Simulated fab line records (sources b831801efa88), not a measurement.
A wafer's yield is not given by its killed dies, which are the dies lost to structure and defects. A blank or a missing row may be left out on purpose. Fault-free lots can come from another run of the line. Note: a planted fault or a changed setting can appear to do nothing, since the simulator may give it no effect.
Matching of chambers || flow sky130 || SKY_VIA2_CMP_02 on cmp-02: 4 sister chambers
The step polishes SiO2. 4 wafers are shown with their chamber, then 9 later ones without.

## WAFERS, EACH WITH ITS CHAMBER
{"wafer": "L447.4", "chamber": 0, "motor current A (A)": 10.6}
{"wafer": "L448.1", "chamber": 1, "motor current A (A)": 11.7}
{"wafer": "L448.3", "chamber": 3, "motor current A (A)": 12.8}
{"wafer": "L448.4", "chamber": 2, "motor current A (A)": 11.9}

## WAFERS WITHOUT THEIR CHAMBER
{"wafer": "L449.2", "motor current A (A)": 13.0}
{"wafer": "L449.5", "motor current A (A)": 11.1}
{"wafer": "L449.6", "motor current A (A)": 11.2}
{"wafer": "L450.1", "motor current A (A)": 12.3}
{"wafer": "L450.3", "motor current A (A)": 10.6}
{"wafer": "L450.6", "motor current A (A)": 13.0}
{"wafer": "L453.3", "motor current A (A)": 11.7}
{"wafer": "L453.4", "motor current A (A)": 10.4}
{"wafer": "L453.6", "motor current A (A)": 12.0}

## THE CHAMBER EACH PASSED THROUGH
{"wafer": "L449.2", "from the rows above": 3, "in truth": 3}
{"wafer": "L449.5", "from the rows above": "can't be placed: 0 or 1 or 2", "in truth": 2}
{"wafer": "L449.6", "from the rows above": "can't be placed: 1 or 0 or 2", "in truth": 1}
{"wafer": "L450.1", "from the rows above": "can't be placed: 2 or 3 or 1", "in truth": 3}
{"wafer": "L450.3", "from the rows above": 0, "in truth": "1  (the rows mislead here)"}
{"wafer": "L450.6", "from the rows above": 3, "in truth": 3}
{"wafer": "L453.3", "from the rows above": "can't be placed: 1 or 2", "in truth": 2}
{"wafer": "L453.4", "from the rows above": 0, "in truth": 0}
{"wafer": "L453.6", "from the rows above": "can't be placed: 2 or 1", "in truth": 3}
3 of 9 placed correctly. Not placeable from these rows: 5 (in 4, the candidates include the true chamber). Placed wrongly: 1.
How it was worked out, from the rows above alone: a wafer's distance from a chamber is the root of the sum, over the readings, of the square of ((its reading less the chamber's mean) divided by the reading's scatter). The wafer belongs to the nearest chamber; if the next one is less than 2 further off, it can't be placed. A chamber's mean is the mean of its shown wafers. The scatter (one wafer shown for each chamber): square how far every hidden wafer sits from the nearest shown wafer, average those squares and take the square root.
